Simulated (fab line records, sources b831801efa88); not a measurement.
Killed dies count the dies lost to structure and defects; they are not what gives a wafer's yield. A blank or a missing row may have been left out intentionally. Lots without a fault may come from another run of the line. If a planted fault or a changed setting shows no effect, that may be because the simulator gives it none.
What tool caused it? || flow sky130 || 13 lots, 39 wafers sampled, at 4 steps of a route of 708

== WHAT THE GAUGES READ, wafer by wafer ==
SKY_FIELD_ISO_THK_MEAS_02.
{"lot": "L166", "measured": "day 1 11:41", "on": "film_metro-03", "FIELD_ISO_OXIDATION_00_THK (nm)": "12.41 12.24 12.52"}
{"lot": "L167", "measured": "day 1 16:42", "on": "film_metro-04", "FIELD_ISO_OXIDATION_00_THK (nm)": "11.78 11.98 11.82"}
{"lot": "L169", "measured": "day 2 02:57", "on": "film_metro-03", "FIELD_ISO_OXIDATION_00_THK (nm)": "11.93 12.06 11.95"}
{"lot": "L170", "measured": "day 2 08:31", "on": "film_metro-03", "FIELD_ISO_OXIDATION_00_THK (nm)": "12.13 12.22 12.30"}
{"lot": "L171", "measured": "day 2 13:29", "on": "film_metro-01", "FIELD_ISO_OXIDATION_00_THK (nm)": "12.66 12.54 12.46"}
{"lot": "L173", "measured": "day 3 00:04", "on": "film_metro-04", "FIELD_ISO_OXIDATION_00_THK (nm)": "12.27 12.35 12.03"}
{"lot": "L174", "measured": "day 3 03:38", "on": "film_metro-01", "FIELD_ISO_OXIDATION_00_THK (nm)": "11.90 12.02 12.13"}
{"lot": "L175", "measured": "day 3 08:38", "on": "film_metro-03", "FIELD_ISO_OXIDATION_00_THK (nm)": "12.58 12.41 12.33"}
{"lot": "L176", "measured": "day 3 13:38", "on": "film_metro-03", "FIELD_ISO_OXIDATION_00_THK (nm)": "12.00 11.97 11.99"}
{"lot": "L185", "measured": "day 5 10:38", "on": "film_metro-04", "FIELD_ISO_OXIDATION_00_THK (nm)": "12.00 12.05 12.11"}
{"lot": "L186", "measured": "day 5 20:07", "on": "film_metro-04", "FIELD_ISO_OXIDATION_00_THK (nm)": "12.18 12.04 11.97"}
{"lot": "L187", "measured": "day 6 03:07", "on": "film_metro-03", "FIELD_ISO_OXIDATION_00_THK (nm)": "12.26 12.25 12.20"}
{"lot": "L189", "measured": "day 6 14:07", "on": "film_metro-03", "FIELD_ISO_OXIDATION_00_THK (nm)": "12.25 11.92 12.06"}

SKY_LDD_LDN_OVL_MEAS_07.
{"lot": "L166", "measured": "day 22 23:42", "on": "overlay-01", "LDD_LDN_OVL (nm)": "1.5 1.2 1.5"}
{"lot": "L167", "measured": "day 22 22:50", "on": "overlay-02", "LDD_LDN_OVL (nm)": "-1.2 -1.4 -2.2"}
{"lot": "L169", "measured": "day 23 21:05", "on": "overlay-01", "LDD_LDN_OVL (nm)": "1.6 2.4 2.9"}
{"lot": "L170", "measured": "day 24 08:59", "on": "overlay-02", "LDD_LDN_OVL (nm)": "1.1 1.0 1.4"}
{"lot": "L171", "measured": "day 24 18:07", "on": "overlay-01", "LDD_LDN_OVL (nm)": "0.8 0.0 1.5"}
{"lot": "L173", "measured": "day 25 14:36", "on": "overlay-02", "LDD_LDN_OVL (nm)": "2.0 -0.9 -0.5"}
{"lot": "L174", "measured": "day 25 12:02", "on": "overlay-01", "LDD_LDN_OVL (nm)": "3.1 1.8 3.6"}
{"lot": "L175", "measured": "day 26 02:31", "on": "overlay-02", "LDD_LDN_OVL (nm)": "1.4 0.9 1.5"}
{"lot": "L176", "measured": "day 26 13:56", "on": "overlay-01", "LDD_LDN_OVL (nm)": "0.9 -1.8 -2.1"}
{"lot": "L185", "measured": "day 29 22:20", "on": "overlay-02", "LDD_LDN_OVL (nm)": "4.1 3.7 4.1"}
{"lot": "L186", "measured": "day 30 01:47", "on": "overlay-01", "LDD_LDN_OVL (nm)": "1.6 -0.1 1.9"}
{"lot": "L187", "measured": "day 30 10:33", "on": "overlay-02", "LDD_LDN_OVL (nm)": "0.2 0.3 0.9"}
{"lot": "L189", "measured": "day 31 03:44", "on": "overlay-01", "LDD_LDN_OVL (nm)": "0.6 1.4 1.7"}

== EACH LOT AND THE TOOL THAT RAN IT (in order: tool; ch and the chambers of the sampled wafers; start) ==
{"lot": "L166", "SKY_FIELD_ISO_WET_ETCH_21": "wet_bench-01 ch 3, day 2 07:05", "SKY_VT_ADJUST_LVTN_STRIP_20": "plasma_asher-03 ch 0,1, day 7 18:41"}
{"lot": "L167", "SKY_FIELD_ISO_WET_ETCH_21": "wet_bench-04 ch 1, day 2 10:14", "SKY_VT_ADJUST_LVTN_STRIP_20": "plasma_asher-01 ch 0,1, day 7 20:38"}
{"lot": "L169", "SKY_FIELD_ISO_WET_ETCH_21": "wet_bench-01 ch 3, day 2 20:41", "SKY_VT_ADJUST_LVTN_STRIP_20": "plasma_asher-03 ch 0,1, day 8 10:41"}
{"lot": "L170", "SKY_FIELD_ISO_WET_ETCH_21": "wet_bench-01 ch 1, day 3 02:47", "SKY_VT_ADJUST_LVTN_STRIP_20": "plasma_asher-04 ch 0,1, day 8 19:50"}
{"lot": "L171", "SKY_FIELD_ISO_WET_ETCH_21": "wet_bench-02 ch 1, day 3 08:00", "SKY_VT_ADJUST_LVTN_STRIP_20": "plasma_asher-04 ch 0,1, day 9 02:53"}
{"lot": "L173", "SKY_FIELD_ISO_WET_ETCH_21": "wet_bench-04 ch 1, day 3 18:23", "SKY_VT_ADJUST_LVTN_STRIP_20": "plasma_asher-04 ch 0,1, day 9 18:47"}
{"lot": "L174", "SKY_FIELD_ISO_WET_ETCH_21": "wet_bench-02 ch 3, day 3 23:08", "SKY_VT_ADJUST_LVTN_STRIP_20": "plasma_asher-03 ch 0,1, day 9 20:02"}
{"lot": "L175", "SKY_FIELD_ISO_WET_ETCH_21": "wet_bench-01 ch 3, day 4 03:50", "SKY_VT_ADJUST_LVTN_STRIP_20": "plasma_asher-03 ch 0,1, day 10 02:50"}
{"lot": "L176", "SKY_FIELD_ISO_WET_ETCH_21": "wet_bench-01 ch 2, day 4 10:09", "SKY_VT_ADJUST_LVTN_STRIP_20": "plasma_asher-03 ch 0,1, day 10 13:08"}
{"lot": "L185", "SKY_FIELD_ISO_WET_ETCH_21": "wet_bench-01 ch 1, day 6 06:53", "SKY_VT_ADJUST_LVTN_STRIP_20": "plasma_asher-01 ch 0,1, day 13 09:53"}
{"lot": "L186", "SKY_FIELD_ISO_WET_ETCH_21": "wet_bench-01 ch 1, day 6 16:59", "SKY_VT_ADJUST_LVTN_STRIP_20": "plasma_asher-04 ch 0,1, day 13 15:31"}
{"lot": "L187", "SKY_FIELD_ISO_WET_ETCH_21": "wet_bench-02 ch 3, day 6 23:14", "SKY_VT_ADJUST_LVTN_STRIP_20": "plasma_asher-03 ch 0,1, day 13 21:42"}
{"lot": "L189", "SKY_FIELD_ISO_WET_ETCH_21": "wet_bench-04 ch 3, day 7 11:23", "SKY_VT_ADJUST_LVTN_STRIP_20": "plasma_asher-03 ch 0,1, day 14 14:49"}
- SKY_FIELD_ISO_WET_ETCH_21: etches SiO2 in dHF, target depth 20 nm, time 400 s.
- SKY_VT_ADJUST_LVTN_STRIP_20: strips in O2/N2.

== AS READ BY THE TOOLS THEMSELVES (means over the sampled wafers that have a number; for cases with no such wafer, the mark the record gives instead) ==
SKY_FIELD_ISO_WET_ETCH_21.
{"lot": "L166", "tool": "wet_bench-01", "bath_heat_duty_pct (%)": 6.5, "run_length_s (s)": 424, "temp_c (C)": 24.99}
{"lot": "L167", "tool": "wet_bench-04", "bath_heat_duty_pct (%)": 6.6, "run_length_s (s)": 426, "temp_c (C)": 25.12}
{"lot": "L169", "tool": "wet_bench-01", "bath_heat_duty_pct (%)": 6.7, "run_length_s (s)": 425, "temp_c (C)": 25.09}
{"lot": "L170", "tool": "wet_bench-01", "bath_heat_duty_pct (%)": 6.6, "run_length_s (s)": 426, "temp_c (C)": 25.01}
{"lot": "L171", "tool": "wet_bench-02", "bath_heat_duty_pct (%)": 5.2, "run_length_s (s)": 435, "temp_c (C)": 25.04}
{"lot": "L173", "tool": "wet_bench-04", "bath_heat_duty_pct (%)": 6.0, "run_length_s (s)": 425, "temp_c (C)": 24.96}
{"lot": "L174", "tool": "wet_bench-02", "bath_heat_duty_pct (%)": 7.3, "run_length_s (s)": 425, "temp_c (C)": 25.08}
{"lot": "L175", "tool": "wet_bench-01", "bath_heat_duty_pct (%)": 6.4, "run_length_s (s)": 425, "temp_c (C)": 24.82}
{"lot": "L176", "tool": "wet_bench-01", "bath_heat_duty_pct (%)": 6.8, "run_length_s (s)": 434, "temp_c (C)": 24.94}
{"lot": "L185", "tool": "wet_bench-01", "bath_heat_duty_pct (%)": 6.7, "run_length_s (s)": 387, "temp_c (C)": 24.85}
{"lot": "L186", "tool": "wet_bench-01", "bath_heat_duty_pct (%)": 6.1, "run_length_s (s)": 381, "temp_c (C)": 24.97}
{"lot": "L187", "tool": "wet_bench-02", "bath_heat_duty_pct (%)": 6.7, "run_length_s (s)": 425, "temp_c (C)": 24.99}
{"lot": "L189", "tool": "wet_bench-04", "bath_heat_duty_pct (%)": 7.8, "run_length_s (s)": 424, "temp_c (C)": 25.12}

SKY_VT_ADJUST_LVTN_STRIP_20.
{"lot": "L166", "tool": "plasma_asher-03", "drypump_motor_current_A (A)": 5.61, "oes_product_au (a.u.)": 0.712, "strip_time_to_endpoint_s (s)": 14.20}
{"lot": "L167", "tool": "plasma_asher-01", "drypump_motor_current_A (A)": 5.32, "oes_product_au (a.u.)": 0.719, "strip_time_to_endpoint_s (s)": 14.20}
{"lot": "L169", "tool": "plasma_asher-03", "drypump_motor_current_A (A)": 5.61, "oes_product_au (a.u.)": 0.713, "strip_time_to_endpoint_s (s)": 14.20}
{"lot": "L170", "tool": "plasma_asher-04", "drypump_motor_current_A (A)": 5.59, "oes_product_au (a.u.)": 0.715, "strip_time_to_endpoint_s (s)": 14.21}
{"lot": "L171", "tool": "plasma_asher-04", "drypump_motor_current_A (A)": 5.59, "oes_product_au (a.u.)": 0.714, "strip_time_to_endpoint_s (s)": 14.17}
{"lot": "L173", "tool": "plasma_asher-04", "drypump_motor_current_A (A)": 5.60, "oes_product_au (a.u.)": 0.717, "strip_time_to_endpoint_s (s)": 14.16}
{"lot": "L174", "tool": "plasma_asher-03", "drypump_motor_current_A (A)": 5.78, "oes_product_au (a.u.)": 0.716, "strip_time_to_endpoint_s (s)": 14.17}
{"lot": "L175", "tool": "plasma_asher-03", "drypump_motor_current_A (A)": 5.78, "oes_product_au (a.u.)": 0.714, "strip_time_to_endpoint_s (s)": 14.17}
{"lot": "L176", "tool": "plasma_asher-03", "drypump_motor_current_A (A)": 5.78, "oes_product_au (a.u.)": 0.717, "strip_time_to_endpoint_s (s)": 14.10}
{"lot": "L185", "tool": "plasma_asher-01", "drypump_motor_current_A (A)": 5.40, "oes_product_au (a.u.)": 0.713, "strip_time_to_endpoint_s (s)": 14.21}
{"lot": "L186", "tool": "plasma_asher-04", "drypump_motor_current_A (A)": 5.59, "oes_product_au (a.u.)": 0.716, "strip_time_to_endpoint_s (s)": 14.19}
{"lot": "L187", "tool": "plasma_asher-03", "drypump_motor_current_A (A)": 5.60, "oes_product_au (a.u.)": 0.715, "strip_time_to_endpoint_s (s)": 14.19}
{"lot": "L189", "tool": "plasma_asher-03", "drypump_motor_current_A (A)": 5.62, "oes_product_au (a.u.)": 0.719, "strip_time_to_endpoint_s (s)": 14.18}

== THE ANSWER, worked out from the rows above alone ==
Rule: the usual values come from the lots themselves. The widest of any qualifying gaps counts: lots, ordered by their means at a reading, are off when they make up no more than a third of the lots, leave a main group of 4 or more, and stand apart from it by 3 or more times the standard deviation of that group's means. A main group whose means are all the same, to the digits that the tables above print for the reading, isn't used. A lot without any number at a reading at which 4 lots or more have one is off too. All remaining lots with rows at the step are treated as sound. The gauges are gone through in route order, then the tools' own readings, and for those a lot's mean is taken as printed above. At the first step where some lot is off, the reading lying furthest off is the one used; lots without a number count as furthest.
Off: L185, L186 (SKY_FIELD_ISO_WET_ETCH_21, run_length_s). The main group has a mean of 427 s with a standard deviation of 3.7.
A tool fits if, at that step or a process step before it, it ran every lot that is off, and no sound lot after the first of them. One fits: SKY_FIELD_ISO_WET_ETCH_21 on wet_bench-01. Its last sound lot is L176 (day 4 10:09), its first lot that is off L185 (day 6 06:53): a fault that began between those two fits.
On the lots that are off, the tool's own readings at SKY_FIELD_ISO_WET_ETCH_21 differ by more than 5 times the standard deviation of the sound lots' means, which bears it out; run_length_s reads 384 s there versus 427 s on the sound lots.

== WHAT THE SIMULATOR PUT IN ==
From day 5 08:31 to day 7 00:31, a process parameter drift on wet_bench-01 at SKY_FIELD_ISO_WET_ETCH_21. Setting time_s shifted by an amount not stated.
Lots struck among those shown: L185, L186. The same result came from the rule above.
